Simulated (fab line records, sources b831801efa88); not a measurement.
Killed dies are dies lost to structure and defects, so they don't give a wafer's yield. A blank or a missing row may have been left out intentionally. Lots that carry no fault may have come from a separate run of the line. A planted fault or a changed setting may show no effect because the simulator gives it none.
The tool behind it: which one? :: flow gf180mcu :: 42 wafers from 14 lots sampled at 3 of the route's 602 steps

## WHAT THE GAUGES READ, wafer by wafer
GF_V2_BOW_MEAS_05. Usual: V2_BOW typically reads 100 um, with standard deviation 8.7.
lot: L125
measured: day 20 12:51
on: film-metro-03
V2_BOW (um): 109 115 109
flag: 

lot: L126
measured: day 20 20:07
on: film-metro-03
V2_BOW (um): 103 99 102
flag: 

lot: L127
measured: day 21 05:46
on: film-metro-01
V2_BOW (um): 104 101 100
flag: 

lot: L129
measured: day 21 22:04
on: film-metro-02
V2_BOW (um): 96 108 101
flag: 

lot: L130
measured: day 22 07:58
on: film-metro-02
V2_BOW (um): 94 102 95
flag: 

lot: L131
measured: day 22 21:38
on: film-metro-01
V2_BOW (um): 102 105 88
flag: 

lot: L132
measured: day 23 01:44
on: film-metro-02
V2_BOW (um): 94 98 111
flag: 

lot: L135
measured: day 24 02:16
on: film-metro-01
V2_BOW (um): 89 99 94
flag: 

lot: L137
measured: day 24 15:01
on: film-metro-01
V2_BOW (um): 95 98 110
flag: 

lot: L140
measured: day 25 15:04
on: film-metro-02
V2_BOW (um): 90 99 103
flag: 

lot: L141
measured: day 26 01:32
on: film-metro-02
V2_BOW (um): 93 93 95
flag: 

lot: L142
measured: day 26 07:28
on: film-metro-02
V2_BOW (um): 120 123 109
flag: 

lot: L143
measured: day 26 14:05
on: film-metro-03
V2_BOW (um): 120 118 117
flag: 

lot: L144
measured: day 26 16:33
on: film-metro-01
V2_BOW (um): 105 98 97
flag: 

GF_M3_RS_MEAS_05: measurement is done with a four-point probe. Usual: M3_ALCU_RS typically reads 0.0697 ohm/sq, with standard deviation 0.0006.
lot: L125
measured: day 21 14:39
on: film-metro-02
M3_ALCU_RS (ohm/sq): 0.0699 0.0698 0.0703
flag: 

lot: L126
measured: day 21 21:43
on: film-metro-04
M3_ALCU_RS (ohm/sq): 0.0698 0.0700 0.0702
flag: 

lot: L127
measured: day 22 07:14
on: film-metro-02
M3_ALCU_RS (ohm/sq): 0.0700 0.0695 0.0692
flag: 

lot: L129
measured: day 22 23:24
on: film-metro-04
M3_ALCU_RS (ohm/sq): 0.0696 0.0697 0.0698
flag: 

lot: L130
measured: day 23 08:29
on: film-metro-04
M3_ALCU_RS (ohm/sq): 0.0696 0.0698 0.0698
flag: 

lot: L131
measured: day 23 22:07
on: film-metro-02
M3_ALCU_RS (ohm/sq): 0.0699 0.0692 0.0695
flag: 

lot: L132
measured: day 24 02:04
on: film-metro-03
M3_ALCU_RS (ohm/sq): 0.0693 0.0697 0.0696
flag: 

lot: L135
measured: day 25 01:47
on: film-metro-04
M3_ALCU_RS (ohm/sq): 0.0707 0.0711 0.0700
flag: 

lot: L137
measured: day 25 14:28
on: film-metro-03
M3_ALCU_RS (ohm/sq): 0.0689 0.0692 0.0687
flag: 

lot: L140
measured: day 26 14:07
on: film-metro-04
M3_ALCU_RS (ohm/sq): 0.0700 0.0697 0.0702
flag: 

lot: L141
measured: day 26 23:59
on: film-metro-03
M3_ALCU_RS (ohm/sq): 0.0689 0.0694 0.0702
flag: 

lot: L142
measured: day 27 05:50
on: film-metro-02
M3_ALCU_RS (ohm/sq): 0.0701 0.0696 0.0697
flag: 

lot: L143
measured: day 27 12:02
on: film-metro-04
M3_ALCU_RS (ohm/sq): 0.0697 0.0694 0.0701
flag: 

lot: L144
measured: day 27 14:56
on: film-metro-04
M3_ALCU_RS (ohm/sq): 0.0700 0.0704 0.0701
flag: 

## TOOL THAT RAN EACH LOT (tool first, then ch and the chambers of the sampled wafers, then the start)
lot: L125
GF_V2_SPUTTER_22: pvd-sputter-03, day 21 13:48

lot: L126
GF_V2_SPUTTER_22: pvd-sputter-03, day 21 20:50

lot: L127
GF_V2_SPUTTER_22: pvd-sputter-02, day 22 06:23

lot: L129
GF_V2_SPUTTER_22: pvd-sputter-01, day 22 22:33

lot: L130
GF_V2_SPUTTER_22: pvd-sputter-03, day 23 07:38

lot: L131
GF_V2_SPUTTER_22: pvd-sputter-01, day 23 21:12

lot: L132
GF_V2_SPUTTER_22: pvd-sputter-02, day 24 01:13

lot: L135
GF_V2_SPUTTER_22: pvd-sputter-02, day 25 00:43

lot: L137
GF_V2_SPUTTER_22: pvd-sputter-01, day 25 13:37

lot: L140
GF_V2_SPUTTER_22: pvd-sputter-03, day 26 13:14

lot: L141
GF_V2_SPUTTER_22: pvd-sputter-02, day 26 23:08

lot: L142
GF_V2_SPUTTER_22: pvd-sputter-01, day 27 04:58

lot: L143
GF_V2_SPUTTER_22: pvd-sputter-03, day 27 11:11

lot: L144
GF_V2_SPUTTER_22: pvd-sputter-01, day 27 14:04
- GF_V2_SPUTTER_22: material TiN, target thk 10 nm, time 40 s.

## WHAT THE TOOLS THEMSELVES READ (means of the sampled wafers that have a number; where no wafer has one, the mark that the record gives instead)
GF_V2_SPUTTER_22. Usual: throttle-valve-pct 29.8 %, standard deviation 1.
lot: L125
tool: pvd-sputter-03
throttle-valve-pct (%): 29.9
flag: 

lot: L126
tool: pvd-sputter-03
throttle-valve-pct (%): 29.8
flag: 

lot: L127
tool: pvd-sputter-02
throttle-valve-pct (%): 30.8
flag: 

lot: L129
tool: pvd-sputter-01
throttle-valve-pct (%): 29.2
flag: 

lot: L130
tool: pvd-sputter-03
throttle-valve-pct (%): 29.9
flag: 

lot: L131
tool: pvd-sputter-01
throttle-valve-pct (%): 30.2
flag: 

lot: L132
tool: pvd-sputter-02
throttle-valve-pct (%): 30.3
flag: 

lot: L135
tool: pvd-sputter-02
throttle-valve-pct (%): 30.3
flag: 

lot: L137
tool: pvd-sputter-01
throttle-valve-pct (%): 29.6
flag: 

lot: L140
tool: pvd-sputter-03
throttle-valve-pct (%): 30.7
flag: 

lot: L141
tool: pvd-sputter-02
throttle-valve-pct (%): 30.3
flag: 

lot: L142
tool: pvd-sputter-01
throttle-valve-pct (%): 28.9
flag: 

lot: L143
tool: pvd-sputter-03
throttle-valve-pct (%): 29.4
flag: 

lot: L144
tool: pvd-sputter-01
throttle-valve-pct (%): 29.5
flag: 

## THE ANSWER, worked out from the rows above alone
Rule: a lot is off if the mean of its wafers that have a number lies more than 3 standard deviations from the usual mean. A lot without any number at a reading at which 4 lots or more have one is off too. The other lots that the step has rows for count as sound. After the gauges, taken in route order, come the tools' own readings; for these a lot's mean is taken, as printed above. At the first step where some lot is off, the reading lying furthest off is the one used; lots without a number count as furthest.
No lot is off at any reading shown: from this, nothing can be told.

## WHAT HAD BEEN PUT IN BY THE SIMULATOR
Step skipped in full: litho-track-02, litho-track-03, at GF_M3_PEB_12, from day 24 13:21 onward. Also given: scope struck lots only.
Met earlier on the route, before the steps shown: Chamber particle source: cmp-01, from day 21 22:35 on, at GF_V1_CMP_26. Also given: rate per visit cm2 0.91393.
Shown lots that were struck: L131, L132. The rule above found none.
